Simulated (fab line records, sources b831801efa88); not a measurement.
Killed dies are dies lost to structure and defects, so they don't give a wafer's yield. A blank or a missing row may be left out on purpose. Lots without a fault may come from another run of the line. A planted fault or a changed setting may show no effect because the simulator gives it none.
A struck lot beside a sound one | flow gf180mcu | 15 steps out of a route of 602
Sound: wafers L517.1, L517.4, L517.5. Struck: wafers L522.2, L522.3, L522.6. The cause comes at the end.
At each step with rows: each side's tool, then ch and its chambers, then its first start. Under that, the readings that differ: sound wafers | struck wafers | difference of the means | sigmas: that difference in standard deviations of wafers without a fault.
alike: readings whose means differ by less than 2 such deviations, and words and numbers that are the same on both sides. not compared: withheld readings, readings that some wafer has no value for, bounds like >300 that may hide the same value, and numbers for which the record gives no deviation and whose values overlap.
The two part at a step that has a row with sigmas, a row that says differs or no value, or rows on one side only. Numbers that don't overlap but have no deviation are shown without sigmas and don't part them. A reading that every wafer of one side lacks parts them only if that side has two wafers or more.

first, 5 steps without rows for these wafers: GF_V2_COAT_09 (resist thk 1000 nm); GF_V2_SOFTBAKE_10 (time 60 s); GF_V2_EXPOSE_11 (exposes mask Via2, target cd 260 nm); GF_V2_PEB_12 (peb time 90 s); GF_V2_DEVELOP_13 (develop time 60 s).
GF_V2_CD_MEAS_14: target cd 260 nm.
  sound on cd_sem-02, day 22 12:53; struck on cd_sem-01, day 24 05:29
  reading    | sound             | struck            | difference | sigmas
  cd_nm (nm) | 258.0 258.3 258.1 | 261.4 260.4 261.4 | +2.9       | +2
GF_V2_OVL_MEAS_15:
  sound on overlay-01, day 22 13:01; struck on overlay-01, day 24 05:36
  alike: V2_OVL
GF_V2_ETCH_16: etches BARC in N2/H2.
  sound on rie_diel-04 ch 0,2, day 22 13:02; struck on rie_diel-04 ch 0,3, day 24 05:38
  reading    | sound           | struck            | difference | sigmas
  bias_w (W) | 100.0 99.4 99.8 | 100.6 100.2 100.5 | +0.7       | +2
  alike: drypump_motor_current_A, h2_flow_sccm, oes_product_au, throttle_valve_pct
GF_V2_ETCH_17: etches SiO2 in C4F8/O2/Ar, stops on TiN, target depth 630 nm.
  sound on rie_diel-04 ch 0,2; struck on rie_diel-04 ch 0,3
  alike: bias_w, oes_product_au
GF_V2_STRIP_18: strips in O2/N2.
  sound on plasma_asher-01 ch 0,1, day 22 13:10; struck on plasma_asher-03 ch 0, day 24 05:46
  reading                     | sound       | struck      | difference | sigmas
  drypump_motor_current_A (A) | 6.6 6.6 6.0 | 5.0 5.0 5.0 | -1.4       | -3
  alike: heater_power_w, oes_product_au
  not compared: rf_hours_counter_h
then, 2 steps without rows for these wafers: GF_V2_STRIP_19 (strips in post etch residue remover, time 1200 s); GF_V2_CLEAN_20 (cleans in DIW).
GF_V2_SPUTTER_21: material Ti, target thk 15 nm, time 80.02 s.
  sound on pvd_sputter-03, day 22 13:44; struck on pvd_sputter-03, day 24 06:19
  reading                               | sound            | struck            | difference | sigmas
  model.Ti_of_V2_SPUTTER_21.thk_nm (nm) | 14.69 14.8 14.94 | 16.39 16.36 16.39 | +1.57      |
  alike: chamber_pressure_pa, substrate_temp_c, throttle_valve_pct
GF_V2_SPUTTER_22: material TiN, target thk 10 nm, time 40 s.
  sound on pvd_sputter-03, day 22 13:48; struck on pvd_sputter-03, day 24 06:23
  alike: chamber_pressure_pa, throttle_valve_pct
GF_PASSIVATION_PROBE_99:
  the record has rows for the sound wafers here (prober-02, day 30 21:11) and none for the struck ones

WHERE THEY PART
First at GF_V2_CD_MEAS_14; last, within this record, at GF_PASSIVATION_PROBE_99.

WHY: what the simulator had put in
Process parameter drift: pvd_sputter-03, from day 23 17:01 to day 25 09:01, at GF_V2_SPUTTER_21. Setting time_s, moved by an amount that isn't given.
